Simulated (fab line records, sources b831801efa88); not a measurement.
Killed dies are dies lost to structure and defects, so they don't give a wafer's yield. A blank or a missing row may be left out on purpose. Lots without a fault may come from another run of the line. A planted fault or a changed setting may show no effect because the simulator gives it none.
One fault seen from 2 desks | flow sky130 | each desk has only its own numbers; what lay behind them comes last

THE METROLOGY DESK
What the gauges read, lot by lot, whatever tool the lot ran on: means of the sampled wafers that have a number. A lot is out of limits, marked OUT, if its mean lies more than 4 standard deviations from the usual mean; the brackets give that distance.
Columns: A = CONTACT_CVD_00_THK at SKY_CONTACT_THK_MEAS_01, usual 75.2 nm; B = cd_nm at SKY_METAL1_CD_MEAS_15, usual 140.1 nm; C = METAL1_OVL at SKY_METAL1_OVL_MEAS_16, usual -3 nm
lot  | first seen here | A    | B     | C
L552 | day 31 05:54    | 75.1 | 142.2 | -0
L554 | day 32 00:27    | 74.6 | 139.3 | -1
L551 | day 32 00:49    | 75.0 | 140.5 | -14
L555 | day 32 02:46    | 74.2 | 141.3 | 0
L556 | day 32 05:24    | 75.9 | 140.5 | -1
L557 | day 32 11:38    | 74.1 | 138.7 | -9
L565 | day 35 16:49    | 74.1 | 141.9 | -5
L567 | day 36 04:52    | 74.5 | 138.7 | -8
L569 | day 36 13:10    | 74.6 | 141.7 | 3
L568 | day 36 18:27    | 74.4 | 139.2 | -4
L570 | day 36 22:24    | 75.6 | 137.9 | -2
L573 | day 37 21:53    | 74.6 | 139.5 | -12
L574 | day 38 03:31    | 74.7 | 141.1 | -5
This desk's finding: nothing out of limits on any of the 13 lots.

THE TOOL OWNER'S DESK: litho_track-03
The tool's own readings at SKY_LOCAL_INTERCONNECT_COAT_06 (resist thk 450 nm): means of the sampled wafers that have a number, for each lot that ran on this tool. A lot is out of limits, marked OUT, if its mean lies more than 4 standard deviations from the usual mean; the brackets give that distance.
Columns: A = spin_speed_rpm at SKY_LOCAL_INTERCONNECT_COAT_06, usual 3000.0 rpm
lot  | first seen here | A
L552 | day 30 14:00    | 3000.8
L557 | day 31 20:00    | 3000.4
L565 | day 35 02:00    | 2934.5 (-36) OUT
L567 | day 35 15:00    | 2931.6 (-38) OUT
This desk's finding: out of limits on L565, L567; first on L565, day 35 02:00 (spin_speed_rpm at SKY_LOCAL_INTERCONNECT_COAT_06). In limits: L552, L557.

PUT TOGETHER
The tool owner's desk could have raised an alarm at day 35 02:00, on L565, L567.
The metrology desk saw nothing out of limits.
The metrology desk has L565, L567 on record, within its limits.
Of the lots named, all ran SKY_LOCAL_INTERCONNECT_COAT_06 on litho_track-03.

WHAT THE SIMULATOR HAD PUT IN
Process parameter drift: litho_track-03, from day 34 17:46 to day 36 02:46, at SKY_LOCAL_INTERCONNECT_COAT_06. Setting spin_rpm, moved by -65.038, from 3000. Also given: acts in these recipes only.
Lots struck among those shown: L565, L567.
Hours from the fault's start to each desk's first reading out of limits: the tool owner's desk, 8.
